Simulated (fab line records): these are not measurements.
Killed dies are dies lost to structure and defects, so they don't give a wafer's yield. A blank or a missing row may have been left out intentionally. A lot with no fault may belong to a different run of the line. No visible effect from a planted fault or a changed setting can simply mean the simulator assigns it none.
fab line records || flow gf180mcu
record {"lots": 5, "wafers": 15, "last_day": 34}
route steps=602 shown MVPSD@86 VT_IMPLANT@90
lots that met no fault: from a run of the same line without faults
start_h: start of the lot's first displayed wafer, in hours after the record's first day || wait_h: hours from the lot's prior step to this one || " identical to the entry in the row above || L1.1+2: one row covering several wafers at once || - no value, or no start given || * or withheld: withheld || < > ~ a bound
route shown NAME@n: a module of which the file shows steps, and the number in the route of the first || usual: the fault-free wafers' mean and standard deviation || same: alike in all rows || chamber/n: place in a boat || sites: each site's reading || _std_site: the standard deviation of these || _edge_site: mean of outer sites minus mean of inner sites || radius_mm: for every site, how far away it sits from the centre of the wafer || mask NAME#n: copy n || behind: tool/chamber where the wafer was last shaped || hold: reason for holding the lot/hours on hold/outcome of the hold || device: which transistor (n, p or np) failed to switch || end of line: the tests these same wafers got at the end of their route || a step given without rows: its recipe and nothing more || killed: dies that structure and defects cost at the first sort, which is not the same as the wafer's yield || map: a wafer's dies, x killed, . not, _ none there
set.NAME: the run value of the setting; set.NAME@STEP: its run value at that earlier step || model.NAME: the simulator's own value behind a step, which no gauge read
certain route steps with their lots: each step a table, each wafer a row
services: when a tool's chamber went out of use (start_h, in hours from the record's first day, below 0 if earlier), for how many hours, and the reason
## steps
# step GF_MVPSD_IMPLANT_08
# recipe {"species": "B", "energy_kev": 170, "dose_cm2": 1.5e+13, "tilt_deg": 0}
# usual {"end_station_pressure_torr": "5.09e-06/2.5e-07", "tilt_deg": "-0.002/0.018"}
# same {"implant_ion_amu": 11}
{"lot.wafer": "L089.2", "tool": "implanter-03", "chamber": 0, "start_h": 185.77, "wait_h": 0.0, "end_station_pressure_torr": 5.56e-06, "tilt_deg": -0.006}
{"lot.wafer": "L089.3", "tool": "implanter-03", "chamber": 0, "start_h": 185.77, "wait_h": 0.0, "end_station_pressure_torr": 4.81e-06, "tilt_deg": 0.003}
{"lot.wafer": "L089.5", "tool": "implanter-03", "chamber": 0, "start_h": 185.77, "wait_h": 0.0, "end_station_pressure_torr": 5.44e-06, "tilt_deg": -0.026}
{"lot.wafer": "L090.2", "tool": "implanter-03", "chamber": 0, "start_h": 192.98, "wait_h": 0.0, "end_station_pressure_torr": 5.48e-06, "tilt_deg": 0.010}
{"lot.wafer": "L090.4", "tool": "implanter-03", "chamber": 0, "start_h": 192.98, "wait_h": 0.0, "end_station_pressure_torr": 5.03e-06, "tilt_deg": -0.029}
{"lot.wafer": "L090.5", "tool": "implanter-03", "chamber": 0, "start_h": 192.98, "wait_h": 0.0, "end_station_pressure_torr": 4.95e-06, "tilt_deg": -0.018}
{"lot.wafer": "L093.2", "tool": "implanter-04", "chamber": 0, "start_h": 210.22, "wait_h": 0.0, "end_station_pressure_torr": 5.54e-06, "tilt_deg": -0.021}
{"lot.wafer": "L093.3", "tool": "implanter-04", "chamber": 0, "start_h": 210.22, "wait_h": 0.0, "end_station_pressure_torr": 4.98e-06, "tilt_deg": -0.010}
{"lot.wafer": "L093.4", "tool": "implanter-04", "chamber": 0, "start_h": 210.22, "wait_h": 0.0, "end_station_pressure_torr": 4.76e-06, "tilt_deg": -0.020}
{"lot.wafer": "L096.1", "tool": "implanter-02", "chamber": 0, "start_h": 228.74, "wait_h": 0.0, "end_station_pressure_torr": 5.33e-06, "tilt_deg": 0.006}
{"lot.wafer": "L096.2", "tool": "implanter-02", "chamber": 0, "start_h": 228.74, "wait_h": 0.0, "end_station_pressure_torr": 5.02e-06, "tilt_deg": -0.009}
{"lot.wafer": "L096.3", "tool": "implanter-02", "chamber": 0, "start_h": 228.74, "wait_h": 0.0, "end_station_pressure_torr": 5.02e-06, "tilt_deg": 0.002}
{"lot.wafer": "L097.2", "tool": "implanter-02", "chamber": 0, "start_h": 236.78, "wait_h": 0.0, "end_station_pressure_torr": 5.44e-06, "tilt_deg": 0.005}
{"lot.wafer": "L097.3", "tool": "implanter-02", "chamber": 0, "start_h": 236.78, "wait_h": 0.0, "end_station_pressure_torr": 5.05e-06, "tilt_deg": 0.000}
{"lot.wafer": "L097.6", "tool": "implanter-02", "chamber": 0, "start_h": 236.78, "wait_h": 0.0, "end_station_pressure_torr": 5.19e-06, "tilt_deg": 0.013}
# step GF_MVPSD_IMPLANT_09
# recipe {"species": "B", "energy_kev": 40, "dose_cm2": 5.046e+12, "tilt_deg": 0}
# usual {"end_station_pressure_torr": "5.04e-06/2.4e-07", "tilt_deg": "-0.003/0.019"}
# same {"implant_ion_amu": 11}
{"lot.wafer": "L089.2", "tool": "implanter-03", "chamber": 0, "start_h": 185.92, "wait_h": 0.1, "end_station_pressure_torr": 5.02e-06, "tilt_deg": 0.004}
{"lot.wafer": "L089.3", "tool": "implanter-03", "chamber": 0, "start_h": 185.92, "wait_h": 0.1, "end_station_pressure_torr": 4.97e-06, "tilt_deg": 0.002}
{"lot.wafer": "L089.5", "tool": "implanter-03", "chamber": 0, "start_h": 185.92, "wait_h": 0.1, "end_station_pressure_torr": 4.75e-06, "tilt_deg": -0.012}
{"lot.wafer": "L090.2", "tool": "implanter-03", "chamber": 0, "start_h": 193.13, "wait_h": 0.1, "end_station_pressure_torr": 5.25e-06, "tilt_deg": -0.002}
{"lot.wafer": "L090.4", "tool": "implanter-03", "chamber": 0, "start_h": 193.13, "wait_h": 0.1, "end_station_pressure_torr": 5.05e-06, "tilt_deg": -0.019}
{"lot.wafer": "L090.5", "tool": "implanter-03", "chamber": 0, "start_h": 193.13, "wait_h": 0.1, "end_station_pressure_torr": 5.21e-06, "tilt_deg": 0.026}
{"lot.wafer": "L093.2", "tool": "implanter-04", "chamber": 0, "start_h": 210.37, "wait_h": 0.1, "end_station_pressure_torr": 4.61e-06, "tilt_deg": 0.003}
{"lot.wafer": "L093.3", "tool": "implanter-04", "chamber": 0, "start_h": 210.37, "wait_h": 0.1, "end_station_pressure_torr": 4.86e-06, "tilt_deg": 0.004}
{"lot.wafer": "L093.4", "tool": "implanter-04", "chamber": 0, "start_h": 210.37, "wait_h": 0.1, "end_station_pressure_torr": 4.74e-06, "tilt_deg": -0.009}
{"lot.wafer": "L096.1", "tool": "implanter-02", "chamber": 0, "start_h": 228.89, "wait_h": 0.1, "end_station_pressure_torr": 4.9e-06, "tilt_deg": -0.004}
{"lot.wafer": "L096.2", "tool": "implanter-02", "chamber": 0, "start_h": 228.89, "wait_h": 0.1, "end_station_pressure_torr": 5.07e-06, "tilt_deg": -0.007}
{"lot.wafer": "L096.3", "tool": "implanter-02", "chamber": 0, "start_h": 228.89, "wait_h": 0.1, "end_station_pressure_torr": 5.41e-06, "tilt_deg": 0.001}
{"lot.wafer": "L097.2", "tool": "implanter-02", "chamber": 0, "start_h": 236.93, "wait_h": 0.1, "end_station_pressure_torr": 4.68e-06, "tilt_deg": -0.006}
{"lot.wafer": "L097.3", "tool": "implanter-02", "chamber": 0, "start_h": 236.93, "wait_h": 0.1, "end_station_pressure_torr": 5.19e-06, "tilt_deg": -0.014}
{"lot.wafer": "L097.6", "tool": "implanter-02", "chamber": 0, "start_h": 236.93, "wait_h": 0.1, "end_station_pressure_torr": 5.05e-06, "tilt_deg": 0.009}
# step GF_MVPSD_STRIP_10
# recipe {"chemistry": "O2/N2", "power_w": 1400, "pressure_mtorr": 1500, "platen_temp_c": 250, "o2_flow_sccm": 3000, "n2_flow_sccm": 300, "overash_fraction": 0.5}
# usual {"drypump_motor_current_A": "5.9/0.52", "heater_power_w": "335/40", "n2_flow_sccm": "299.8/0.89", "oes_product_au": "0.723/0.0047", "strip_time_to_endpoint_s": "36.99/0.11"}
{"lot.wafer": "L089.2", "tool": "plasma_asher-03", "chamber": 1, "start_h": 186.04, "wait_h": 0.1, "drypump_motor_current_A": 5.1, "heater_power_w": 371, "n2_flow_sccm": 301.0, "oes_product_au": 0.726, "rf_hours_counter_h": 58, "strip_time_to_endpoint_s": 36.90}
{"lot.wafer": "L089.3", "tool": "plasma_asher-03", "chamber": 0, "start_h": 186.04, "wait_h": 0.1, "drypump_motor_current_A": 6.0, "heater_power_w": 287, "n2_flow_sccm": 299.7, "oes_product_au": 0.718, "rf_hours_counter_h": "-", "strip_time_to_endpoint_s": 37.03}
{"lot.wafer": "L089.5", "tool": "plasma_asher-03", "chamber": 0, "start_h": 186.04, "wait_h": 0.1, "drypump_motor_current_A": 6.0, "heater_power_w": 288, "n2_flow_sccm": 300.0, "oes_product_au": 0.719, "rf_hours_counter_h": "-", "strip_time_to_endpoint_s": 36.92}
{"lot.wafer": "L090.2", "tool": "plasma_asher-03", "chamber": 0, "start_h": 193.26, "wait_h": 0.1, "drypump_motor_current_A": 6.0, "heater_power_w": 288, "n2_flow_sccm": 299.8, "oes_product_au": 0.729, "rf_hours_counter_h": 59, "strip_time_to_endpoint_s": 37.03}
{"lot.wafer": "L090.4", "tool": "plasma_asher-03", "chamber": 0, "start_h": 193.26, "wait_h": 0.1, "drypump_motor_current_A": 6.0, "heater_power_w": 287, "n2_flow_sccm": 300.5, "oes_product_au": 0.726, "rf_hours_counter_h": "-", "strip_time_to_endpoint_s": 37.07}
{"lot.wafer": "L090.5", "tool": "plasma_asher-03", "chamber": 1, "start_h": 193.26, "wait_h": 0.1, "drypump_motor_current_A": 5.0, "heater_power_w": 372, "n2_flow_sccm": 299.9, "oes_product_au": 0.720, "rf_hours_counter_h": "-", "strip_time_to_endpoint_s": 37.16}
{"lot.wafer": "L093.2", "tool": "plasma_asher-01", "chamber": 1, "start_h": 210.49, "wait_h": 0.1, "drypump_motor_current_A": 5.9, "heater_power_w": 279, "n2_flow_sccm": 301.0, "oes_product_au": 0.711, "rf_hours_counter_h": 50, "strip_time_to_endpoint_s": 36.89}
{"lot.wafer": "L093.3", "tool": "plasma_asher-01", "chamber": 0, "start_h": 210.49, "wait_h": 0.1, "drypump_motor_current_A": 6.2, "heater_power_w": 388, "n2_flow_sccm": 300.8, "oes_product_au": 0.725, "rf_hours_counter_h": "-", "strip_time_to_endpoint_s": 37.06}
{"lot.wafer": "L093.4", "tool": "plasma_asher-01", "chamber": 1, "start_h": 210.49, "wait_h": 0.1, "drypump_motor_current_A": 5.8, "heater_power_w": 284, "n2_flow_sccm": 300.3, "oes_product_au": 0.721, "rf_hours_counter_h": "-", "strip_time_to_endpoint_s": 36.96}
{"lot.wafer": "L096.1", "tool": "plasma_asher-03", "chamber": 1, "start_h": 229.04, "wait_h": 0.1, "drypump_motor_current_A": 5.1, "heater_power_w": 372, "n2_flow_sccm": 302.0, "oes_product_au": 0.717, "rf_hours_counter_h": 63, "strip_time_to_endpoint_s": 36.90}
{"lot.wafer": "L096.2", "tool": "plasma_asher-03", "chamber": 0, "start_h": 229.04, "wait_h": 0.1, "drypump_motor_current_A": 6.0, "heater_power_w": 292, "n2_flow_sccm": 299.1, "oes_product_au": 0.723, "rf_hours_counter_h": 63, "strip_time_to_endpoint_s": 37.09}
{"lot.wafer": "L096.3", "tool": "plasma_asher-03", "chamber": 1, "start_h": 229.04, "wait_h": 0.1, "drypump_motor_current_A": 5.1, "heater_power_w": 383, "n2_flow_sccm": 300.6, "oes_product_au": 0.717, "rf_hours_counter_h": "-", "strip_time_to_endpoint_s": 36.90}
{"lot.wafer": "L097.2", "tool": "plasma_asher-04", "chamber": 0, "start_h": 237.06, "wait_h": 0.1, "drypump_motor_current_A": 6.2, "heater_power_w": 322, "n2_flow_sccm": 299.8, "oes_product_au": 0.728, "rf_hours_counter_h": 45, "strip_time_to_endpoint_s": 37.11}
{"lot.wafer": "L097.3", "tool": "plasma_asher-04", "chamber": 1, "start_h": 237.06, "wait_h": 0.1, "drypump_motor_current_A": 6.6, "heater_power_w": 367, "n2_flow_sccm": 299.3, "oes_product_au": 0.725, "rf_hours_counter_h": "-", "strip_time_to_endpoint_s": 37.02}
{"lot.wafer": "L097.6", "tool": "plasma_asher-04", "chamber": 0, "start_h": 237.06, "wait_h": 0.1, "drypump_motor_current_A": 6.2, "heater_power_w": 322, "n2_flow_sccm": 300.0, "oes_product_au": 0.731, "rf_hours_counter_h": "-", "strip_time_to_endpoint_s": 37.00}
# step GF_MVPSD_TW_MEAS_11
# usual {"MVPSD_TW": "551/5.3"}
{"lot.wafer": "L089.2", "tool": "film_metro-04", "chamber": "-", "start_h": 186.15, "wait_h": 0.1, "MVPSD_TW": 552}
{"lot.wafer": "L089.3", "tool": "film_metro-04", "chamber": "-", "start_h": 186.15, "wait_h": 0.1, "MVPSD_TW": 550}
{"lot.wafer": "L089.5", "tool": "film_metro-04", "chamber": "-", "start_h": 186.15, "wait_h": 0.1, "MVPSD_TW": 553}
{"lot.wafer": "L090.2", "tool": "film_metro-04", "chamber": "-", "start_h": 193.37, "wait_h": 0.1, "MVPSD_TW": 555}
{"lot.wafer": "L090.4", "tool": "film_metro-04", "chamber": "-", "start_h": 193.37, "wait_h": 0.1, "MVPSD_TW": 554}
{"lot.wafer": "L090.5", "tool": "film_metro-04", "chamber": "-", "start_h": 193.37, "wait_h": 0.1, "MVPSD_TW": 559}
{"lot.wafer": "L093.2", "tool": "film_metro-01", "chamber": "-", "start_h": 210.60, "wait_h": 0.1, "MVPSD_TW": 555}
{"lot.wafer": "L093.3", "tool": "film_metro-01", "chamber": "-", "start_h": 210.60, "wait_h": 0.1, "MVPSD_TW": 551}
{"lot.wafer": "L093.4", "tool": "film_metro-01", "chamber": "-", "start_h": 210.60, "wait_h": 0.1, "MVPSD_TW": 553}
{"lot.wafer": "L096.1", "tool": "film_metro-02", "chamber": "-", "start_h": 229.14, "wait_h": 0.1, "MVPSD_TW": 543}
{"lot.wafer": "L096.2", "tool": "film_metro-02", "chamber": "-", "start_h": 229.14, "wait_h": 0.1, "MVPSD_TW": 539}
{"lot.wafer": "L096.3", "tool": "film_metro-02", "chamber": "-", "start_h": 229.14, "wait_h": 0.1, "MVPSD_TW": 541}
{"lot.wafer": "L097.2", "tool": "film_metro-01", "chamber": "-", "start_h": 237.17, "wait_h": 0.1, "MVPSD_TW": 554}
{"lot.wafer": "L097.3", "tool": "film_metro-01", "chamber": "-", "start_h": 237.17, "wait_h": 0.1, "MVPSD_TW": 558}
{"lot.wafer": "L097.6", "tool": "film_metro-01", "chamber": "-", "start_h": 237.17, "wait_h": 0.1, "MVPSD_TW": 553}
# step GF_VT_IMPLANT_DEHYDRATE_00
# recipe {"temp_c": 200, "time_s": 60}
# usual {"chill_plate_temp_C": "22.99/0.12"}
{"lot.wafer": "L089.2", "tool": "litho_track-04", "chamber": 0, "start_h": 193.28, "wait_h": 7.1, "chill_plate_temp_C": 23.04}
{"lot.wafer": "L089.3", "tool": "litho_track-04", "chamber": 0, "start_h": 193.28, "wait_h": 7.1, "chill_plate_temp_C": 22.87}
{"lot.wafer": "L089.5", "tool": "litho_track-04", "chamber": 0, "start_h": 193.28, "wait_h": 7.1, "chill_plate_temp_C": 22.94}
{"lot.wafer": "L090.2", "tool": "litho_track-03", "chamber": 0, "start_h": 201.29, "wait_h": 7.9, "chill_plate_temp_C": 22.87}
{"lot.wafer": "L090.4", "tool": "litho_track-03", "chamber": 0, "start_h": 201.29, "wait_h": 7.9, "chill_plate_temp_C": 22.86}
{"lot.wafer": "L090.5", "tool": "litho_track-03", "chamber": 0, "start_h": 201.29, "wait_h": 7.9, "chill_plate_temp_C": 22.94}
{"lot.wafer": "L093.2", "tool": "litho_track-04", "chamber": 0, "start_h": 219.33, "wait_h": 8.7, "chill_plate_temp_C": 22.88}
{"lot.wafer": "L093.3", "tool": "litho_track-04", "chamber": 0, "start_h": 219.33, "wait_h": 8.7, "chill_plate_temp_C": 22.95}
{"lot.wafer": "L093.4", "tool": "litho_track-04", "chamber": 0, "start_h": 219.33, "wait_h": 8.7, "chill_plate_temp_C": 22.86}
{"lot.wafer": "L096.1", "tool": "litho_track-03", "chamber": 0, "start_h": 237.67, "wait_h": 8.5, "chill_plate_temp_C": 22.97}
{"lot.wafer": "L096.2", "tool": "litho_track-03", "chamber": 0, "start_h": 237.67, "wait_h": 8.5, "chill_plate_temp_C": 23.10}
{"lot.wafer": "L096.3", "tool": "litho_track-03", "chamber": 0, "start_h": 237.67, "wait_h": 8.5, "chill_plate_temp_C": 23.00}
{"lot.wafer": "L097.2", "tool": "litho_track-03", "chamber": 0, "start_h": 246.09, "wait_h": 8.9, "chill_plate_temp_C": 23.11}
{"lot.wafer": "L097.3", "tool": "litho_track-03", "chamber": 0, "start_h": 246.09, "wait_h": 8.9, "chill_plate_temp_C": 22.96}
{"lot.wafer": "L097.6", "tool": "litho_track-03", "chamber": 0, "start_h": 246.09, "wait_h": 8.9, "chill_plate_temp_C": 22.83}
# step GF_VT_IMPLANT_HMDS_01
# recipe {"prime_time_s": 60, "prime_temp_c": 120}
# usual {"chill_plate_temp_C": "22.99/0.095"}
{"lot.wafer": "L089.2", "tool": "litho_track-04", "chamber": 0, "start_h": 193.43, "wait_h": 0.1, "chill_plate_temp_C": 22.98}
{"lot.wafer": "L089.3", "tool": "litho_track-04", "chamber": 0, "start_h": 193.43, "wait_h": 0.1, "chill_plate_temp_C": 22.94}
{"lot.wafer": "L089.5", "tool": "litho_track-04", "chamber": 0, "start_h": 193.43, "wait_h": 0.1, "chill_plate_temp_C": 22.83}
{"lot.wafer": "L090.2", "tool": "litho_track-03", "chamber": 0, "start_h": 201.44, "wait_h": 0.1, "chill_plate_temp_C": 23.00}
{"lot.wafer": "L090.4", "tool": "litho_track-03", "chamber": 0, "start_h": 201.44, "wait_h": 0.1, "chill_plate_temp_C": 23.05}
{"lot.wafer": "L090.5", "tool": "litho_track-03", "chamber": 0, "start_h": 201.44, "wait_h": 0.1, "chill_plate_temp_C": 23.13}
{"lot.wafer": "L093.2", "tool": "litho_track-04", "chamber": 0, "start_h": 219.48, "wait_h": 0.1, "chill_plate_temp_C": 23.02}
{"lot.wafer": "L093.3", "tool": "litho_track-04", "chamber": 0, "start_h": 219.48, "wait_h": 0.1, "chill_plate_temp_C": 23.02}
{"lot.wafer": "L093.4", "tool": "litho_track-04", "chamber": 0, "start_h": 219.48, "wait_h": 0.1, "chill_plate_temp_C": 22.89}
{"lot.wafer": "L096.1", "tool": "litho_track-03", "chamber": 0, "start_h": 237.82, "wait_h": 0.1, "chill_plate_temp_C": 22.98}
{"lot.wafer": "L096.2", "tool": "litho_track-03", "chamber": 0, "start_h": 237.82, "wait_h": 0.1, "chill_plate_temp_C": 23.06}
{"lot.wafer": "L096.3", "tool": "litho_track-03", "chamber": 0, "start_h": 237.82, "wait_h": 0.1, "chill_plate_temp_C": 22.90}
{"lot.wafer": "L097.2", "tool": "litho_track-03", "chamber": 0, "start_h": 246.24, "wait_h": 0.1, "chill_plate_temp_C": 23.09}
{"lot.wafer": "L097.3", "tool": "litho_track-03", "chamber": 0, "start_h": 246.24, "wait_h": 0.1, "chill_plate_temp_C": 22.89}
{"lot.wafer": "L097.6", "tool": "litho_track-03", "chamber": 0, "start_h": 246.24, "wait_h": 0.1, "chill_plate_temp_C": 22.95}
# step GF_VT_IMPLANT_COAT_02
# recipe {"resist": "NOVOLAK", "spin_rpm": 3000, "resist_thk_nm": 1000}
# usual {"chill_plate_temp_C": "23.00/0.12"}
{"lot.wafer": "L089.2", "tool": "litho_track-04", "chamber": 0, "start_h": 193.58, "wait_h": 0.1, "chill_plate_temp_C": 23.10}
{"lot.wafer": "L089.3", "tool": "litho_track-04", "chamber": 0, "start_h": 193.58, "wait_h": 0.1, "chill_plate_temp_C": 22.93}
{"lot.wafer": "L089.5", "tool": "litho_track-04", "chamber": 0, "start_h": 193.58, "wait_h": 0.1, "chill_plate_temp_C": 23.04}
{"lot.wafer": "L090.2", "tool": "litho_track-03", "chamber": 0, "start_h": 201.59, "wait_h": 0.1, "chill_plate_temp_C": 22.82}
{"lot.wafer": "L090.4", "tool": "litho_track-03", "chamber": 0, "start_h": 201.59, "wait_h": 0.1, "chill_plate_temp_C": 23.08}
{"lot.wafer": "L090.5", "tool": "litho_track-03", "chamber": 0, "start_h": 201.59, "wait_h": 0.1, "chill_plate_temp_C": 22.97}
{"lot.wafer": "L093.2", "tool": "litho_track-04", "chamber": 0, "start_h": 219.63, "wait_h": 0.1, "chill_plate_temp_C": 23.10}
{"lot.wafer": "L093.3", "tool": "litho_track-04", "chamber": 0, "start_h": 219.63, "wait_h": 0.1, "chill_plate_temp_C": 22.99}
{"lot.wafer": "L093.4", "tool": "litho_track-04", "chamber": 0, "start_h": 219.63, "wait_h": 0.1, "chill_plate_temp_C": 23.18}
{"lot.wafer": "L096.1", "tool": "litho_track-03", "chamber": 0, "start_h": 237.97, "wait_h": 0.1, "chill_plate_temp_C": 22.97}
{"lot.wafer": "L096.2", "tool": "litho_track-03", "chamber": 0, "start_h": 237.97, "wait_h": 0.1, "chill_plate_temp_C": 23.03}
{"lot.wafer": "L096.3", "tool": "litho_track-03", "chamber": 0, "start_h": 237.97, "wait_h": 0.1, "chill_plate_temp_C": 22.99}
{"lot.wafer": "L097.2", "tool": "litho_track-03", "chamber": 0, "start_h": 246.39, "wait_h": 0.1, "chill_plate_temp_C": 22.99}
{"lot.wafer": "L097.3", "tool": "litho_track-03", "chamber": 0, "start_h": 246.39, "wait_h": 0.1, "chill_plate_temp_C": 23.20}
{"lot.wafer": "L097.6", "tool": "litho_track-03", "chamber": 0, "start_h": 246.39, "wait_h": 0.1, "chill_plate_temp_C": 23.02}
# step GF_VT_IMPLANT_SOFTBAKE_03
# recipe {"temp_c": 90, "time_s": 60, "resist": "NOVOLAK"}
# usual {"chill_plate_temp_C": "23.01/0.11"}
{"lot.wafer": "L089.2", "tool": "litho_track-04", "chamber": 0, "start_h": 193.73, "wait_h": 0.1, "chill_plate_temp_C": 23.17}
{"lot.wafer": "L089.3", "tool": "litho_track-04", "chamber": 0, "start_h": 193.73, "wait_h": 0.1, "chill_plate_temp_C": 23.23}
{"lot.wafer": "L089.5", "tool": "litho_track-04", "chamber": 0, "start_h": 193.73, "wait_h": 0.1, "chill_plate_temp_C": 23.01}
{"lot.wafer": "L090.2", "tool": "litho_track-03", "chamber": 0, "start_h": 201.74, "wait_h": 0.1, "chill_plate_temp_C": 22.95}
{"lot.wafer": "L090.4", "tool": "litho_track-03", "chamber": 0, "start_h": 201.74, "wait_h": 0.1, "chill_plate_temp_C": 23.17}
{"lot.wafer": "L090.5", "tool": "litho_track-03", "chamber": 0, "start_h": 201.74, "wait_h": 0.1, "chill_plate_temp_C": 22.94}
{"lot.wafer": "L093.2", "tool": "litho_track-04", "chamber": 0, "start_h": 219.78, "wait_h": 0.1, "chill_plate_temp_C": 23.07}
{"lot.wafer": "L093.3", "tool": "litho_track-04", "chamber": 0, "start_h": 219.78, "wait_h": 0.1, "chill_plate_temp_C": 22.97}
{"lot.wafer": "L093.4", "tool": "litho_track-04", "chamber": 0, "start_h": 219.78, "wait_h": 0.1, "chill_plate_temp_C": 22.94}
{"lot.wafer": "L096.1", "tool": "litho_track-03", "chamber": 0, "start_h": 238.12, "wait_h": 0.1, "chill_plate_temp_C": 22.83}
{"lot.wafer": "L096.2", "tool": "litho_track-03", "chamber": 0, "start_h": 238.12, "wait_h": 0.1, "chill_plate_temp_C": 23.13}
{"lot.wafer": "L096.3", "tool": "litho_track-03", "chamber": 0, "start_h": 238.12, "wait_h": 0.1, "chill_plate_temp_C": 23.02}
{"lot.wafer": "L097.2", "tool": "litho_track-03", "chamber": 0, "start_h": 246.54, "wait_h": 0.1, "chill_plate_temp_C": 22.96}
{"lot.wafer": "L097.3", "tool": "litho_track-03", "chamber": 0, "start_h": 246.54, "wait_h": 0.1, "chill_plate_temp_C": 22.76}
{"lot.wafer": "L097.6", "tool": "litho_track-03", "chamber": 0, "start_h": 246.54, "wait_h": 0.1, "chill_plate_temp_C": 22.94}
# step GF_VT_IMPLANT_EXPOSE_04
# recipe {"mask_id": "LVPWELL_LV_AREA", "target_cd_nm": 600, "na": 0.6, "source_shape": "conventional", "sigma_outer": 0.6, "dose_mj": 140}
# usual {"reticle_temp_C": "23.02/0.11"}
# same {"sigma_outer": 0.6}
{"lot.wafer": "L089.2", "tool": "iline_stepper-01", "chamber": 0, "start_h": "-", "wait_h": "-", "mask": "LVPWELL_LV_AREA#0", "reticle_temp_C": 23.05}
{"lot.wafer": "L089.3", "tool": "iline_stepper-01", "chamber": 0, "start_h": "-", "wait_h": "-", "mask": "LVPWELL_LV_AREA#0", "reticle_temp_C": 23.05}
{"lot.wafer": "L089.5", "tool": "iline_stepper-01", "chamber": 0, "start_h": "-", "wait_h": "-", "mask": "LVPWELL_LV_AREA#0", "reticle_temp_C": 23.13}
{"lot.wafer": "L090.2", "tool": "iline_stepper-02", "chamber": 0, "start_h": "-", "wait_h": "-", "mask": "LVPWELL_LV_AREA#0", "reticle_temp_C": 23.01}
{"lot.wafer": "L090.4", "tool": "iline_stepper-02", "chamber": 0, "start_h": "-", "wait_h": "-", "mask": "LVPWELL_LV_AREA#0", "reticle_temp_C": 22.96}
{"lot.wafer": "L090.5", "tool": "iline_stepper-02", "chamber": 0, "start_h": "-", "wait_h": "-", "mask": "LVPWELL_LV_AREA#0", "reticle_temp_C": 23.15}
{"lot.wafer": "L093.2", "tool": "iline_stepper-02", "chamber": 0, "start_h": "-", "wait_h": "-", "mask": "LVPWELL_LV_AREA#0", "reticle_temp_C": 23.09}
{"lot.wafer": "L093.3", "tool": "iline_stepper-02", "chamber": 0, "start_h": "-", "wait_h": "-", "mask": "LVPWELL_LV_AREA#0", "reticle_temp_C": 23.08}
{"lot.wafer": "L093.4", "tool": "iline_stepper-02", "chamber": 0, "start_h": "-", "wait_h": "-", "mask": "LVPWELL_LV_AREA#0", "reticle_temp_C": 23.14}
{"lot.wafer": "L096.1", "tool": "iline_stepper-02", "chamber": 0, "start_h": "-", "wait_h": "-", "mask": "LVPWELL_LV_AREA#0", "reticle_temp_C": 23.02}
{"lot.wafer": "L096.2", "tool": "iline_stepper-02", "chamber": 0, "start_h": "-", "wait_h": "-", "mask": "LVPWELL_LV_AREA#0", "reticle_temp_C": 22.99}
{"lot.wafer": "L096.3", "tool": "iline_stepper-02", "chamber": 0, "start_h": "-", "wait_h": "-", "mask": "LVPWELL_LV_AREA#0", "reticle_temp_C": 22.99}
{"lot.wafer": "L097.2", "tool": "iline_stepper-01", "chamber": 0, "start_h": "-", "wait_h": "-", "mask": "LVPWELL_LV_AREA#0", "reticle_temp_C": 23.17}
{"lot.wafer": "L097.3", "tool": "iline_stepper-01", "chamber": 0, "start_h": "-", "wait_h": "-", "mask": "LVPWELL_LV_AREA#0", "reticle_temp_C": 23.11}
{"lot.wafer": "L097.6", "tool": "iline_stepper-01", "chamber": 0, "start_h": "-", "wait_h": "-", "mask": "LVPWELL_LV_AREA#0", "reticle_temp_C": 23.12}
# step GF_VT_IMPLANT_PEB_05
# recipe {"temp_c": "withheld", "time_s": "*", "resist": "NOVOLAK"}
# usual {"chill_plate_temp_C": "*"}
{"lot.wafer": "L089.2", "tool": "litho_track-02", "chamber": 0, "start_h": "-", "wait_h": "-", "chill_plate_temp_C": "*"}
{"lot.wafer": "L089.3", "tool": "litho_track-02", "chamber": 0, "start_h": "-", "wait_h": "-", "chill_plate_temp_C": "*"}
{"lot.wafer": "L089.5", "tool": "litho_track-02", "chamber": 0, "start_h": "-", "wait_h": "-", "chill_plate_temp_C": "*"}
{"lot.wafer": "L090.2", "tool": "litho_track-03", "chamber": 0, "start_h": "-", "wait_h": "-", "chill_plate_temp_C": "*"}
{"lot.wafer": "L090.4", "tool": "litho_track-03", "chamber": 0, "start_h": "-", "wait_h": "-", "chill_plate_temp_C": "*"}
{"lot.wafer": "L090.5", "tool": "litho_track-03", "chamber": 0, "start_h": "-", "wait_h": "-", "chill_plate_temp_C": "*"}
{"lot.wafer": "L093.2", "tool": "litho_track-02", "chamber": 0, "start_h": "-", "wait_h": "-", "chill_plate_temp_C": "*"}
{"lot.wafer": "L093.3", "tool": "litho_track-02", "chamber": 0, "start_h": "-", "wait_h": "-", "chill_plate_temp_C": "*"}
{"lot.wafer": "L093.4", "tool": "litho_track-02", "chamber": 0, "start_h": "-", "wait_h": "-", "chill_plate_temp_C": "*"}
{"lot.wafer": "L096.1", "tool": "litho_track-03", "chamber": 0, "start_h": "-", "wait_h": "-", "chill_plate_temp_C": "*"}
{"lot.wafer": "L096.2", "tool": "litho_track-03", "chamber": 0, "start_h": "-", "wait_h": "-", "chill_plate_temp_C": "*"}
{"lot.wafer": "L096.3", "tool": "litho_track-03", "chamber": 0, "start_h": "-", "wait_h": "-", "chill_plate_temp_C": "*"}
{"lot.wafer": "L097.2", "tool": "litho_track-02", "chamber": 0, "start_h": "-", "wait_h": "-", "chill_plate_temp_C": "*"}
{"lot.wafer": "L097.3", "tool": "litho_track-02", "chamber": 0, "start_h": "-", "wait_h": "-", "chill_plate_temp_C": "*"}
{"lot.wafer": "L097.6", "tool": "litho_track-02", "chamber": 0, "start_h": "-", "wait_h": "-", "chill_plate_temp_C": "*"}
## services
{"tool": "implanter-03", "chamber": "-", "start_h": 165.48, "hours": 6.2, "kind": "repair"}
{"tool": "iline_stepper-01", "chamber": "-", "start_h": 175.98, "hours": 4.4, "kind": "pm"}
{"tool": "implanter-04", "chamber": "-", "start_h": 184.21, "hours": 1.0, "kind": "repair"}
{"tool": "iline_stepper-01", "chamber": 0, "start_h": 186.73, "hours": "-", "kind": "calibration"}
{"tool": "iline_stepper-02", "chamber": "-", "start_h": 189.87, "hours": 7.6, "kind": "repair"}
{"tool": "plasma_asher-04", "chamber": "-", "start_h": 194.47, "hours": 1.8, "kind": "repair"}
{"tool": "iline_stepper-02", "chamber": "-", "start_h": 214.94, "hours": 1.7, "kind": "pm"}
{"tool": "plasma_asher-01", "chamber": "-", "start_h": 215.44, "hours": 5.7, "kind": "repair"}
{"tool": "implanter-04", "chamber": "-", "start_h": 220.86, "hours": 4.2, "kind": "repair"}
{"tool": "implanter-03", "chamber": "-", "start_h": 250.32, "hours": 0.8, "kind": "repair"}
{"tool": "plasma_asher-04", "chamber": "-", "start_h": 252.45, "hours": 1.4, "kind": "repair"}
{"tool": "implanter-03", "chamber": "-", "start_h": 254.96, "hours": 0.7, "kind": "repair"}
## key
fault none
